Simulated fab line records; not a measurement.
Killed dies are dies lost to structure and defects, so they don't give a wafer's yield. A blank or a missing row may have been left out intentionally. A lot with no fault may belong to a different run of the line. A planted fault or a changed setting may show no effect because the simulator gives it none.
Split-lot experiment / flow sky130 / 5 lots, 23 wafers read, on a route of 708 steps

ABOUT THE SPLIT
At SKY_METAL2_METAL_ETCH_19 (etches the open film in Cl2/BCl3, stops on SiO2, target depth 360 nm, time 78 s), the setting icp-w was moved away from the recipe's 900 W on 8 of the 23 wafers read, by -7.4% to +8.5%. For the rest of the wafers, this setting stayed at what the recipe calls for.

The split's own step is where the reading is taken.

THE READING
KrF-thick_of_METAL2_COAT_10.thk-nm (the simulator's own value, which no gauge read), in nm, at SKY_METAL2_METAL_ETCH_19 (etches the open film in Cl2/BCl3, stops on SiO2, target depth 360 nm, time 78 s). There is no usual value for it anywhere in the file. Average 159.3 nm, standard deviation 2.8 nm, over the 15 wafers here run with the recipe.

wafer=L076.1; tool, chamber at the split=rie-metal-04, 0; icp-w as run, W=900; against the recipe=recipe; KrF-thick_of_METAL2_COAT_10.thk-nm, nm=160.5; against lot-mates on the recipe=-
wafer=L076.2; tool, chamber at the split=rie-metal-04, 1; icp-w as run, W=970.7; against the recipe=+7.9%; KrF-thick_of_METAL2_COAT_10.thk-nm, nm=141.1; against lot-mates on the recipe=-18.8
wafer=L076.3; tool, chamber at the split=rie-metal-04, 0; icp-w as run, W=900; against the recipe=recipe; KrF-thick_of_METAL2_COAT_10.thk-nm, nm=159.9; against lot-mates on the recipe=-
wafer=L076.5; tool, chamber at the split=rie-metal-04, 1; icp-w as run, W=970.7; against the recipe=+7.9%; KrF-thick_of_METAL2_COAT_10.thk-nm, nm=140.1; against lot-mates on the recipe=-19.8
wafer=L076.6; tool, chamber at the split=rie-metal-04, 0; icp-w as run, W=900; against the recipe=recipe; KrF-thick_of_METAL2_COAT_10.thk-nm, nm=159.3; against lot-mates on the recipe=-
wafer=L078.1; tool, chamber at the split=rie-metal-01, 1; icp-w as run, W=900; against the recipe=recipe; KrF-thick_of_METAL2_COAT_10.thk-nm, nm=154.1; against lot-mates on the recipe=-
wafer=L078.3; tool, chamber at the split=rie-metal-01, 0; icp-w as run, W=900; against the recipe=recipe; KrF-thick_of_METAL2_COAT_10.thk-nm, nm=161.7; against lot-mates on the recipe=-
wafer=L078.4; tool, chamber at the split=rie-metal-01, 1; icp-w as run, W=900; against the recipe=recipe; KrF-thick_of_METAL2_COAT_10.thk-nm, nm=156.2; against lot-mates on the recipe=-
wafer=L078.5; tool, chamber at the split=rie-metal-01, 1; icp-w as run, W=900; against the recipe=recipe; KrF-thick_of_METAL2_COAT_10.thk-nm, nm=156; against lot-mates on the recipe=-
wafer=L078.6; tool, chamber at the split=rie-metal-01, 0; icp-w as run, W=900; against the recipe=recipe; KrF-thick_of_METAL2_COAT_10.thk-nm, nm=159.5; against lot-mates on the recipe=-
wafer=L083.1; tool, chamber at the split=rie-metal-04, 1; icp-w as run, W=976.7; against the recipe=+8.5%; KrF-thick_of_METAL2_COAT_10.thk-nm, nm=141.5; against lot-mates on the recipe=-18.3
wafer=L083.2; tool, chamber at the split=rie-metal-04, 0; icp-w as run, W=976.7; against the recipe=+8.5%; KrF-thick_of_METAL2_COAT_10.thk-nm, nm=145.2; against lot-mates on the recipe=-14.7
wafer=L083.3; tool, chamber at the split=rie-metal-04, 1; icp-w as run, W=900; against the recipe=recipe; KrF-thick_of_METAL2_COAT_10.thk-nm, nm=157.2; against lot-mates on the recipe=-
wafer=L083.4; tool, chamber at the split=rie-metal-04, 0; icp-w as run, W=900; against the recipe=recipe; KrF-thick_of_METAL2_COAT_10.thk-nm, nm=162.5; against lot-mates on the recipe=-
wafer=L083.5; tool, chamber at the split=rie-metal-04, 1; icp-w as run, W=976.7; against the recipe=+8.5%; KrF-thick_of_METAL2_COAT_10.thk-nm, nm=141.4; against lot-mates on the recipe=-18.4
wafer=L081.4; tool, chamber at the split=rie-metal-01, 1; icp-w as run, W=900; against the recipe=recipe; KrF-thick_of_METAL2_COAT_10.thk-nm, nm=156.6; against lot-mates on the recipe=-
wafer=L081.5; tool, chamber at the split=rie-metal-01, 1; icp-w as run, W=900; against the recipe=recipe; KrF-thick_of_METAL2_COAT_10.thk-nm, nm=158; against lot-mates on the recipe=-
wafer=L081.6; tool, chamber at the split=rie-metal-01, 0; icp-w as run, W=900; against the recipe=recipe; KrF-thick_of_METAL2_COAT_10.thk-nm, nm=162.1; against lot-mates on the recipe=-
wafer=L084.1; tool, chamber at the split=rie-metal-03, 0; icp-w as run, W=900; against the recipe=recipe; KrF-thick_of_METAL2_COAT_10.thk-nm, nm=163.3; against lot-mates on the recipe=-
wafer=L084.2; tool, chamber at the split=rie-metal-03, 1; icp-w as run, W=833.7; against the recipe=-7.4%; KrF-thick_of_METAL2_COAT_10.thk-nm, nm=175.2; against lot-mates on the recipe=+12.1
wafer=L084.3; tool, chamber at the split=rie-metal-03, 0; icp-w as run, W=900; against the recipe=recipe; KrF-thick_of_METAL2_COAT_10.thk-nm, nm=162.8; against lot-mates on the recipe=-
wafer=L084.4; tool, chamber at the split=rie-metal-03, 1; icp-w as run, W=833.7; against the recipe=-7.4%; KrF-thick_of_METAL2_COAT_10.thk-nm, nm=177.6; against lot-mates on the recipe=+14.5
wafer=L084.5; tool, chamber at the split=rie-metal-03, 1; icp-w as run, W=833.7; against the recipe=-7.4%; KrF-thick_of_METAL2_COAT_10.thk-nm, nm=176.6; against lot-mates on the recipe=+13.5

FIT RESULTS
A straight line over all 23 wafers: KrF-thick_of_METAL2_COAT_10.thk-nm changes by -2.19 nm for each +1% of icp-w; r = -0.97; the points scatter about the line by 2.6 nm.
The same after taking each lot's own level away (the mean of its wafers on the recipe; 23 wafers): -2.04 nm for each +1%; r = -0.98; scatter 2.2 nm.
That fit puts the effect of the largest move of icp-w on the reading at 17 nm.
The span of the lots' own levels, 157.50 to 163.05 nm, comes to 2.0 times the standard deviation stated above.
Consequently the slope shifts little with the lot-to-lot level, the two slopes agreeing.
Check: for one of the wafers moved furthest among these (+8.5%), held out of the fit, the line's prediction against its lot-mates is -17.8 nm. Against them it came out at -18.3 nm.

OTHER SPLITS APPLIED TO THESE WAFERS
Other splits were also applied to these wafers ahead of the reading. Each is held against what the fit with the lots' levels taken away leaves over:
other split on the same wafers=SKY_SD_P_IMPLANT_09 dose-cm2; wafers away from the commonest value=8; r with KrF-thick_of_METAL2_COAT_10.thk-nm (lot level and that fit taken away)=-0.03
other split on the same wafers=SKY_RES_XHIGH_COAT_02 resist-thk-nm; wafers away from the commonest value=8; r with KrF-thick_of_METAL2_COAT_10.thk-nm (lot level and that fit taken away)=-0.16
other split on the same wafers=SKY_SD_N_IMPLANT_10 energy-kev; wafers away from the commonest value=6; r with KrF-thick_of_METAL2_COAT_10.thk-nm (lot level and that fit taken away)=+0.18
other split on the same wafers=SKY_LI_CONTACT_CMP_02 leave-above-ref-nm; wafers away from the commonest value=8; r with KrF-thick_of_METAL2_COAT_10.thk-nm (lot level and that fit taken away)=-0.06
other split on the same wafers=SKY_LI_CONTACT_SPUTTER_19 power-w; wafers away from the commonest value=6; r with KrF-thick_of_METAL2_COAT_10.thk-nm (lot level and that fit taken away)=+0.21
other split on the same wafers=SKY_LI_CONTACT_SPUTTER_20 chamber-pressure-pa; wafers away from the commonest value=15; r with KrF-thick_of_METAL2_COAT_10.thk-nm (lot level and that fit taken away)=+0.11
other split on the same wafers=SKY_METAL1_DEVELOP_14 develop-time-s; wafers away from the commonest value=7; r with KrF-thick_of_METAL2_COAT_10.thk-nm (lot level and that fit taken away)=+0.33

THE WHOLE CHAIN: every reading that the file lists as answering this split, in the file's order
step=SKY_METAL2_METAL_ETCH_19; what it does=etches the open film in Cl2/BCl3, stops on SiO2, target depth 360 nm, time 78 s; reading=KrF-thick_of_METAL2_COAT_10.thk-nm (the simulator's own value, which no gauge read); change (the file's fit)=-2.1 nm for each +1% of the setting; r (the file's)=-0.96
step=SKY_METAL2_STRIP_20; what it does=strips in O2/N2; reading=strip-time-to-endpoint-s; change (the file's fit)=withheld for each +1% of the setting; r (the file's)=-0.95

FILE'S OWN FIT
KrF-thick_of_METAL2_COAT_10.thk-nm changes by -2.1 nm for each +1% of icp-w, r = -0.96.
